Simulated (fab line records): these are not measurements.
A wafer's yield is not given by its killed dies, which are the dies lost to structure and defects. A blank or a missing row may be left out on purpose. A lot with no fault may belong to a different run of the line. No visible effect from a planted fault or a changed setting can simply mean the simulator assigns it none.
Which of the tools did it? | flow sky130 | 42 wafers from 14 lots sampled at 2 of the route's 708 steps

WHAT THE GAUGES SHOWED, per wafer
SKY_LDD_P_TW_MEAS_11. Usual: for LDD_P_TW the level is 635 and the standard deviation is 6.2.
lot  | measured     | on            | LDD_P_TW    | flag
L106 | day 19 00:05 | film_metro-04 | 638 634 634 |
L107 | day 19 08:53 | film_metro-04 | 636 635 638 |
L108 | day 19 10:03 | film_metro-04 | 633 637 637 |
L109 | day 20 03:46 | film_metro-04 | 639 637 636 |
L111 | day 21 13:04 | film_metro-02 | 629 628 633 |
L112 | day 21 16:29 | film_metro-03 | 635 635 630 |
L113 | day 22 02:20 | film_metro-04 | 644 648 643 |
L122 | day 24 20:36 | film_metro-02 | 632 633 629 |
L123 | day 25 04:11 | film_metro-03 | 634 634 632 |
L124 | day 25 15:46 | film_metro-03 | 631 634 632 |
L125 | day 26 00:13 | film_metro-03 | 630 628 627 |
L126 | day 26 01:23 | film_metro-02 | 630 636 633 |
L127 | day 27 04:03 | film_metro-04 | 644 642 645 |
L129 | day 27 07:27 | film_metro-04 | 642 645 643 |

SKY_LDD_LDN_OVL_MEAS_07. Usual: for LDD_LDN_OVL the level is -1.2 nm and the standard deviation is 1.3.
lot  | measured     | on         | LDD_LDN_OVL (nm) | flag
L106 | day 22 19:56 | overlay-02 | -2.5 -1.7 -3.5   |
L107 | day 23 03:13 | overlay-01 | -2.8 -1.7 -1.9   |
L108 | day 23 04:07 | overlay-02 | -3.1 -2.5 -2.9   |
L109 | day 23 21:01 | overlay-01 | -0.7 -1.3 -1.2   |
L111 | day 25 06:33 | overlay-01 | -1.4 -1.2 -3.0   |
L112 | day 25 08:56 | overlay-01 | 0.6 -2.0 -0.5    |
L113 | day 25 19:04 | overlay-01 | -1.7 -0.3 -1.0   |
L122 | day 28 10:38 | overlay-01 | -0.6 -1.7 -1.9   |
L123 | day 28 19:10 | overlay-01 | -1.7 0.7 -1.2    |
L124 | day 29 06:52 | overlay-02 | -1.7 -0.3 0.4    |
L125 | day 29 13:59 | overlay-01 | 0.0 0.4 2.4      |
L126 | day 29 15:17 | overlay-01 | -3.1 -0.4 0.1    |
L127 | day 30 17:59 | overlay-02 | -1.2 -2.8 -0.5   |
L129 | day 30 21:40 | overlay-02 | -2.0 -3.5 -2.7   |

WHAT TOOL EACH LOT RAN ON (gives the tool, then ch and the chambers of the sampled wafers, and finally the start)
The record holds no process step before these readings.

WHAT THE TOOLS THEMSELVES READ (means of the sampled wafers that have a number; where no wafer has one, the mark that the record gives instead)
The record holds no such reading with a usual standard deviation.

THE ANSWER, worked out from the rows above alone
Rule: a lot counts as off when the mean over its wafers that have a number is more than 3 standard deviations away from the usual mean. Also off: a lot with no number at a reading for which 4 or more lots have one. The other lots that the step has rows for count as sound. The gauges are gone through in route order, then the tools' own readings, and for those a lot's mean is taken as printed above. At the first step where some lot is off, the reading lying furthest off is the one used; lots without a number count as furthest.
Nothing can be told from this: no lot is off at any reading shown.

WHAT WAS PUT IN BY THE SIMULATOR
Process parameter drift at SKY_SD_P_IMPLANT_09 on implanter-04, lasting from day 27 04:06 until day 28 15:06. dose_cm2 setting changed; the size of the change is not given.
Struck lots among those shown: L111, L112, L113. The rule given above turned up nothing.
